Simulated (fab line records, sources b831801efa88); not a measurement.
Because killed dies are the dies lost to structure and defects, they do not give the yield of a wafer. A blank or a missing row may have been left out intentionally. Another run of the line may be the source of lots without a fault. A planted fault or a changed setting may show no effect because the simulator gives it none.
Problem report, 8D (eight disciplines) form, completed by code || flow gf180mcu || the parts of the form that need people (team, actions taken, sign-off) are left out

1. THE PROBLEM
Wafers free of any fault read 1582 (standard deviation 13) for MVSD_TW at GF_MVSD_TW_MEAS_11, against a mean of 1508 on 9 wafers of 3 lots. That is -5.7 standard deviations from the usual mean.
Seen first at day 6 19:11 on filmMetro-04, wafer L963.1. The record holds 45 wafers of 15 lots with a number at this step. By rule, "out" or "out of limits" means more than 4 standard deviations away from the usual mean. Any other wafer with a number is counted as sound.

2. WHAT THIS IS AND IS NOT
{"question": "which readings at this step", "is": "MVSD_TW", "is not": "-"}
{"question": "which lots", "is": "L963, L966, L967", "is not": "L953, L954, L955, L956, L957, L958, L959, L960, L962, L968, L972, L975"}
{"question": "which wafers of those lots", "is": "all that have a number", "is not": "-"}
{"question": "read on which gauges", "is": "filmMetro-02, filmMetro-03, filmMetro-04", "is not": "-"}
{"question": "when", "is": "from day 6 19:11", "is not": "up to then (27 sound wafers); but 9 sound wafers of L968, L972, L975 came after"}

3. SUSPECTS, AND WHAT RULES EACH OUT
Counting: a tool stays on the suspect list if, at a process step up to the reading, it processed all lots that are out and no sound lot following the first of them.
- the gauge at GF_MVSD_TW_MEAS_11 is ruled out. Those wafers that are out were read across 3 gauges (filmMetro-02, filmMetro-03, filmMetro-04).
- lithoTrack-02 at GF_MVSD_DEVELOP_06 (develop time 60 s): kept. It processed each lot that is out, first L963 at day 6 18:00, and no sound lot thereafter; up to then, the last sound lot it processed was L962 at day 6 13:00.
Remaining after the count: lithoTrack-02 at GF_MVSD_DEVELOP_06.

4. THE CAUSE (what the simulator had put in)
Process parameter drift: lithoTrack-02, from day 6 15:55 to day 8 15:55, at GF_MVSD_DEVELOP_06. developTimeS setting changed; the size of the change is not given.
Only this tool survived the counting.

5. THE EFFECT CHAIN, in route order
Each row: a reading where the mean over the struck wafers with a number is more than 3 standard deviations away from the usual. Only readings for which the record gives a usual standard deviation are gone through. hours: the time from each lot's start at the first step in this table that gives one to its start at this step, as a median over the lots. sigmas: the change in usual standard deviations.
{"hours": 0, "step": "GF_MVSD_TW_MEAS_11", "reading": "MVSD_TW", "usual": 1582, "on struck wafers": 1508, "change": -74, "sigmas": -5.7}
Readings that are blank on the struck wafers while sound wafers have them: MVSD_OVL at GF_MVSD_OVL_MEAS_07.
At these later measuring or inspecting steps, every struck wafer for which the step has a row has a number for every such reading, and none has moved that far: GF_VT_IMPLANT_TW_MEAS_32.

6. WHAT WOULD HAVE CAUGHT IT SOONER
The first out-of-limits reading at a measuring or inspecting step in this record came at day 6 19:11, 3 hours after the fault's start at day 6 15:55.
Between GF_MVSD_DEVELOP_06 and GF_MVSD_TW_MEAS_11, GF_MVSD_OVL_MEAS_07 gave no MVSD_OVL on the struck wafers, where sound wafers have one: a measuring or inspecting step that comes back empty is itself a sign.
Of the tool readings at GF_MVSD_DEVELOP_06 for which the record gives a usual standard deviation, none was out on any struck wafer, so an alarm limit of 4 standard deviations on them would not have fired.
L966, L967, from the lots that are out (3), started GF_MVSD_DEVELOP_06 on lithoTrack-02 later than day 6 19:11. A hold on the tool at that time would have spared those 2.
